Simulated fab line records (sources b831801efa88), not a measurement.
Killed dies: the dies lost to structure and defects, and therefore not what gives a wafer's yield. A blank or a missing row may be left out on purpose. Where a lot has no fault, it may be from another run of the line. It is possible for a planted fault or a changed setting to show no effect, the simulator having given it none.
Which of the tools did it? || flow gf180mcu || 11 lots, 33 wafers sampled, at 5 steps of a route of 602

== WHAT THE GAUGES READ, wafer by wafer ==
GF_V4_CD_MEAS_14: target cd 260 nm.
{"lot": "L783", "measured": "day 24 03:59", "on": "cdSem-02", "cdNm (nm)": "259.9 258.8 259.7"}
{"lot": "L784", "measured": "day 24 16:44", "on": "cdSem-01", "cdNm (nm)": "261.4 261.3 261.6"}
{"lot": "L786", "measured": "day 25 09:11", "on": "cdSem-02", "cdNm (nm)": "260.9 261.6 262.4"}
{"lot": "L791", "measured": "day 27 00:29", "on": "cdSem-02", "cdNm (nm)": "257.9 257.6 258.4"}
{"lot": "L794", "measured": "day 27 20:05", "on": "cdSem-01", "cdNm (nm)": "260.4 260.7 259.5"}
{"lot": "L795", "measured": "day 27 21:56", "on": "cdSem-01", "cdNm (nm)": "257.4 257.9 256.8"}
{"lot": "L796", "measured": "day 28 09:15", "on": "cdSem-02", "cdNm (nm)": "259.9 260.0 259.2"}
{"lot": "L800", "measured": "day 30 00:11", "on": "cdSem-01", "cdNm (nm)": "262.3 262.4 262.7"}
{"lot": "L801", "measured": "day 30 00:32", "on": "cdSem-01", "cdNm (nm)": "259.5 259.7 259.8"}
{"lot": "L806", "measured": "day 31 08:58", "on": "cdSem-01", "cdNm (nm)": "260.3 258.6 258.7"}
{"lot": "L805", "measured": "day 31 12:55", "on": "cdSem-02", "cdNm (nm)": "261.9 262.7 262.1"}

GF_V4_RS_MEAS_24: measures by four-point-probe.
{"lot": "L783", "measured": "day 24 05:05", "on": "filmMetro-04", "V4_W_RS (ohm/sq)": "0.339 0.334 0.334"}
{"lot": "L784", "measured": "day 24 17:52", "on": "filmMetro-02", "V4_W_RS (ohm/sq)": "0.333 0.332 0.330"}
{"lot": "L786", "measured": "day 25 10:16", "on": "filmMetro-04", "V4_W_RS (ohm/sq)": "0.335 0.331 0.332"}
{"lot": "L791", "measured": "day 27 01:37", "on": "filmMetro-02", "V4_W_RS (ohm/sq)": "0.333 0.332 0.336"}
{"lot": "L794", "measured": "day 27 21:28", "on": "filmMetro-02", "V4_W_RS (ohm/sq)": "0.327 0.320 0.325"}
{"lot": "L795", "measured": "day 27 22:58", "on": "filmMetro-02", "V4_W_RS (ohm/sq)": "0.327 0.328 0.327"}
{"lot": "L796", "measured": "day 28 10:17", "on": "filmMetro-03", "V4_W_RS (ohm/sq)": "0.343 0.336 0.337"}
{"lot": "L800", "measured": "day 30 01:19", "on": "filmMetro-02", "V4_W_RS (ohm/sq)": "0.232 0.335 0.332"}
{"lot": "L801", "measured": "day 30 01:34", "on": "filmMetro-02", "V4_W_RS (ohm/sq)": "0.333 0.330 0.330"}
{"lot": "L806", "measured": "day 31 10:20", "on": "filmMetro-02", "V4_W_RS (ohm/sq)": "0.329 0.329 0.328"}
{"lot": "L805", "measured": "day 31 13:59", "on": "filmMetro-02", "V4_W_RS (ohm/sq)": "0.331 0.330 0.326"}

GF_V4_THK_MEAS_25: measures by xrf.
{"lot": "L783", "measured": "day 24 05:12", "on": "filmMetro-04", "V4_W_THK (nm)": "335 339 337"}
{"lot": "L784", "measured": "day 24 17:59", "on": "filmMetro-02", "V4_W_THK (nm)": "337 337 341"}
{"lot": "L786", "measured": "day 25 10:23", "on": "filmMetro-04", "V4_W_THK (nm)": "344 347 348"}
{"lot": "L791", "measured": "day 27 01:44", "on": "filmMetro-02", "V4_W_THK (nm)": "339 339 333"}
{"lot": "L794", "measured": "day 27 21:35", "on": "filmMetro-02", "V4_W_THK (nm)": "343 349 344"}
{"lot": "L795", "measured": "day 27 23:05", "on": "filmMetro-02", "V4_W_THK (nm)": "343 343 341"}
{"lot": "L796", "measured": "day 28 10:23", "on": "filmMetro-03", "V4_W_THK (nm)": "327 335 335"}
{"lot": "L800", "measured": "day 30 01:26", "on": "filmMetro-02", "V4_W_THK (nm)": "484 338 341"}
{"lot": "L801", "measured": "day 30 01:41", "on": "filmMetro-02", "V4_W_THK (nm)": "337 343 344"}
{"lot": "L806", "measured": "day 31 10:28", "on": "filmMetro-02", "V4_W_THK (nm)": "343 343 345"}
{"lot": "L805", "measured": "day 31 14:05", "on": "filmMetro-02", "V4_W_THK (nm)": "341 343 348"}

== WHAT TOOL EACH LOT RAN ON (gives the tool, then ch and the chambers of the sampled wafers, and finally the start) ==
{"lot": "L783", "GF_V4_ETCH_17": "rieDiel-01 ch 1,2,3, day 24 04:58 or earlier", "GF_V4_CVD_23": "cvdW-01 ch 0,1, day 24 04:58"}
{"lot": "L784", "GF_V4_ETCH_17": "rieDiel-02 ch 2,3, day 24 17:46 or earlier", "GF_V4_CVD_23": "cvdW-02 ch 0,1, day 24 17:46"}
{"lot": "L786", "GF_V4_ETCH_17": "rieDiel-02 ch 0,3, day 25 10:08 or earlier", "GF_V4_CVD_23": "cvdW-02 ch 0,1, day 25 10:08"}
{"lot": "L791", "GF_V4_ETCH_17": "rieDiel-03 ch 1,2,3, day 27 01:29 or earlier", "GF_V4_CVD_23": "cvdW-02 ch 0,1, day 27 01:29"}
{"lot": "L794", "GF_V4_ETCH_17": "rieDiel-01 ch 1,2,3, day 27 21:21 or earlier", "GF_V4_CVD_23": "cvdW-02 ch 0,1, day 27 21:21"}
{"lot": "L795", "GF_V4_ETCH_17": "rieDiel-03 ch 1,2,3, day 27 22:50 or earlier", "GF_V4_CVD_23": "cvdW-02 ch 0,1, day 27 22:50"}
{"lot": "L796", "GF_V4_ETCH_17": "rieDiel-02 ch 1,2, day 28 10:09 or earlier", "GF_V4_CVD_23": "cvdW-01 ch 1, day 28 10:09"}
{"lot": "L800", "GF_V4_ETCH_17": "rieDiel-01 ch 0,1,3, day 30 01:12 or earlier", "GF_V4_CVD_23": "cvdW-01 ch 0,1, day 30 01:12"}
{"lot": "L801", "GF_V4_ETCH_17": "rieDiel-03 ch 0,1, day 30 01:28 or earlier", "GF_V4_CVD_23": "cvdW-02 ch 0, day 30 01:28"}
{"lot": "L806", "GF_V4_ETCH_17": "rieDiel-01 ch 0,3, day 31 10:14 or earlier", "GF_V4_CVD_23": "cvdW-02 ch 1, day 31 10:14"}
{"lot": "L805", "GF_V4_ETCH_17": "rieDiel-02 ch 1,2,3, day 31 13:50 or earlier", "GF_V4_CVD_23": "cvdW-02 ch 0,1, day 31 13:50"}
- GF_V4_ETCH_17: etches SiO2 in C4F8/O2/Ar, stops on TiN, target depth 630 nm.
- GF_V4_CVD_23: deposits W, target thk 350 nm, time 104.9 s.

== WHAT THE TOOLS THEMSELVES READ (means of the sampled wafers that have a number; where no wafer has one, the mark that the record gives instead) ==
GF_V4_ETCH_17.
{"lot": "L783", "tool": "rieDiel-01", "oesProductAu (a.u.)": 0.856}
{"lot": "L784", "tool": "rieDiel-02", "oesProductAu (a.u.)": 0.851}
{"lot": "L786", "tool": "rieDiel-02", "oesProductAu (a.u.)": 0.858}
{"lot": "L791", "tool": "rieDiel-03", "oesProductAu (a.u.)": 0.856}
{"lot": "L794", "tool": "rieDiel-01", "oesProductAu (a.u.)": 0.854}
{"lot": "L795", "tool": "rieDiel-03", "oesProductAu (a.u.)": 0.851}
{"lot": "L796", "tool": "rieDiel-02", "oesProductAu (a.u.)": 0.858}
{"lot": "L800", "tool": "rieDiel-01", "oesProductAu (a.u.)": 0.859}
{"lot": "L801", "tool": "rieDiel-03", "oesProductAu (a.u.)": 0.857}
{"lot": "L806", "tool": "rieDiel-01", "oesProductAu (a.u.)": 0.853}
{"lot": "L805", "tool": "rieDiel-02", "oesProductAu (a.u.)": 0.857}

GF_V4_CVD_23.
{"lot": "L783", "tool": "cvdW-01", "heaterPowerW (W)": 872}
{"lot": "L784", "tool": "cvdW-02", "heaterPowerW (W)": 751}
{"lot": "L786", "tool": "cvdW-02", "heaterPowerW (W)": 745}
{"lot": "L791", "tool": "cvdW-02", "heaterPowerW (W)": 755}
{"lot": "L794", "tool": "cvdW-02", "heaterPowerW (W)": 765}
{"lot": "L795", "tool": "cvdW-02", "heaterPowerW (W)": 749}
{"lot": "L796", "tool": "cvdW-01", "heaterPowerW (W)": 783}
{"lot": "L800", "tool": "cvdW-01", "heaterPowerW (W)": 891}
{"lot": "L801", "tool": "cvdW-02", "heaterPowerW (W)": 756}
{"lot": "L806", "tool": "cvdW-02", "heaterPowerW (W)": 762}
{"lot": "L805", "tool": "cvdW-02", "heaterPowerW (W)": 758}

== THE ANSWER, worked out from the rows above alone ==
Rule: the usual values come from the lots themselves. The widest of any qualifying gaps counts: lots, ordered by their means at a reading, are off when they make up no more than a third of the lots, leave a main group of 4 or more, and stand apart from it by 3 or more times the standard deviation of that group's means. If all means in a main group match to the digits the tables above print for the reading, that group is not used. A lot without any number at a reading at which 4 lots or more have one is off too. Any other lot the step has rows for is counted as sound. After the gauges, taken in route order, come the tools' own readings; for these a lot's mean is taken, as printed above. The first step at which some lot is off is used, and at that step the reading that is off furthest; a lot without a number counts as furthest.
Off: L800, seen at GF_V4_RS_MEAS_24 (V4_W_RS). The main group: mean 0.331 ohm/sq, standard deviation 0.004.
If a tool, at a process step before that reading, ran all the lots that are off and no sound lot after the first of them, it fits. Not tried: the gauges at GF_V4_RS_MEAS_24; whatever is off there is also off at GF_V4_CVD_23, on other tools, and gauge error can't account for it. With no start given for some of its lots, GF_V4_ETCH_17 uses the hours and lot order of GF_V4_CVD_23. One fits: cvdW-01 at GF_V4_CVD_23. A fault onset in the window from L796 (day 28 10:09, its last sound lot) to L800 (day 30 01:12, its first lot off) fits.

== WHAT THE SIMULATOR HAD PUT IN ==
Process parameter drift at GF_V4_CVD_23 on cvdW-01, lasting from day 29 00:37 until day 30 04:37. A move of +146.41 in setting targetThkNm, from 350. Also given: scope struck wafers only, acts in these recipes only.
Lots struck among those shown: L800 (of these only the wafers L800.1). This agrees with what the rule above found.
